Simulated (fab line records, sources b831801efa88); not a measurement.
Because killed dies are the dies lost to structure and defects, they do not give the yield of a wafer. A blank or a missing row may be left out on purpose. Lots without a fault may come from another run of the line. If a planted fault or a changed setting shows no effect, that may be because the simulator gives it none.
Matching of chambers	flow sky130	SKY_CAPM_CVD_00 on pecvd-03: 3 sister chambers
The step deposits SiO2, target thk 15.5 nm. 18 wafers are shown with their chamber, then 9 later ones without.

WAFERS PAIRED WITH THEIR CHAMBERS
wafer	chamber	heater_power_w (W)	susceptor_temp_C (C)
L074.1	0	698	400.20
L074.3	1	673	400.22
L074.6	0	719	400.00
L079.1	1	771	400.31
L079.3	0	668	400.45
L079.5	2	668	400.00
L081.3	0	623	400.10
L081.4	2	677	400.09
L081.5	1	630	399.73
L084.1	1	665	399.73
L084.5	1	667	399.68
L084.6	2	766	399.71
L087.1	2	820	400.21
L087.3	1	704	400.01
L087.4	1	726	400.10
L089.1	2	718	399.74
L089.2	1	734	400.64
L089.4	2	738	399.90

SIGNATURES, as means of the wafers listed above
reading	chamber 0	chamber 1	chamber 2	scatter within a chamber
heater_power_w	677.00	696.25	731.17	49.1
susceptor_temp_C	400.1875	400.0525	399.9417	0.27
Rule: distance of a wafer from a chamber = root of the sum over the readings of ((wafer's reading minus chamber's mean) / reading's scatter) squared. If the next closest chamber is less than 2 further off than the closest, the wafer can't be placed; otherwise it belongs to the closest. The scatter: take each reading less its chamber's mean, square it, sum over the shown wafers, divide by the number of wafers less the number of chambers, and take the root.

WAFERS WITH NO CHAMBER GIVEN
wafer	heater_power_w (W)	susceptor_temp_C (C)
L090.1	746	400.07
L090.4	745	400.06
L090.6	703	399.83
L095.2	684	400.07
L095.3	761	400.08
L095.6	746	400.09
L097.4	700	399.79
L097.5	741	400.07
L097.6	777	399.88

EACH ONE'S CHAMBER
wafer	from the rows above	in truth
L090.1	can't be placed: 2 or 1 or 0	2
L090.4	can't be placed: 2 or 1 or 0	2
L090.6	can't be placed: 2 or 1 or 0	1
L095.2	can't be placed: 1 or 0 or 2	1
L095.3	can't be placed: 2 or 1 or 0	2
L095.6	can't be placed: 2 or 1 or 0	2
L097.4	can't be placed: 2 or 1 or 0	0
L097.5	can't be placed: 2 or 1 or 0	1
L097.6	can't be placed: 2 or 1 or 0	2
Placed correctly: 0 of 9. From these rows, 9 cannot be placed; in 9 the true chamber is one of the candidates. Placed wrongly: 0.
